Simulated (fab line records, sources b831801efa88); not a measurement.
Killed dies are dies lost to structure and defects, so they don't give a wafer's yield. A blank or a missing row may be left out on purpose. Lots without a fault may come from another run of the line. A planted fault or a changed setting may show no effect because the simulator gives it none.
Problem report in the 8D (eight disciplines) form, filled by code | flow sky130 | the parts of the form that need people (team, actions taken, sign-off) are left out

1. THE PROBLEM
beam_energy_keV at SKY_SONOS_TUNNEL_IMPLANT_09 reads a mean of 21.273 on 6 wafers of 2 lots; wafers without a fault read 20.000 with a standard deviation of 0.0069. That is +99 or more standard deviations from the usual mean.
First seen on wafer L391.2, day 14 15:26, on implanter-04. The record holds 18 wafers of 6 lots with a number at this step. Rule for "out", or "out of limits": more than 4 standard deviations from the usual mean. The other wafers with a number count as sound.

2. WHAT IT IS AND WHAT IT IS NOT
question                    | is                     | is not
which readings at this step | beam_energy_keV        | -
which lots                  | L391, L395             | L381, L401, L403, L404
which wafers of those lots  | all that have a number | -
read on which tools         | implanter-04           | implanter-03
when                        | from day 14 15:26      | up to then (3 sound wafers); but 9 sound wafers of L401, L403, L404 came after

3. SUSPECTS, AND WHAT RULES EACH OUT
Counting: a tool at a process step up to the reading stays a suspect if it ran every lot that is out and no sound lot after the first of them.
- plasma_asher-04 at SKY_VT_ADJUST_PCH_STRIP_09 (strips in O2/N2): ruled out as a lasting fault. Sound lots L403, L404 ran on it after its first lot that is out, L391 (day 13 13:59).
- implanter-04 at SKY_SONOS_TUNNEL_IMPLANT_09: ruled out as a lasting fault. Sound lots L404 ran on it after its first lot that is out, L391 (day 14 15:26).
Left after counting: nothing in the record.

4. THE CAUSE (what the simulator had put in)
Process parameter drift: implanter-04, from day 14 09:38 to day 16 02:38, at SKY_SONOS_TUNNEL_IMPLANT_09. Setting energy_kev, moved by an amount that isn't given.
Counting ruled it out, wrongly.

5. THE CHAIN OF EFFECTS, in route order
Each row: a reading whose mean over the struck wafers that have a number lies more than 3 standard deviations from the usual. Only readings for which the record gives a usual standard deviation are gone through. hours: the time from each lot's start at the first step in this table that gives one to its start at this step, as a median over the lots. sigmas: the change in usual standard deviations.
hours | step                        | reading         | usual  | on struck wafers | change | sigmas
0     | SKY_SONOS_TUNNEL_IMPLANT_09 | beam_energy_keV | 20.000 | 21.273           | +1.273 | +99 or more
The process steps in it:
- SKY_SONOS_TUNNEL_IMPLANT_09

6. WHAT WOULD HAVE CAUGHT IT SOONER
In this record the first reading out of limits was taken at day 14 15:26, 6 hours after the fault began at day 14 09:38.
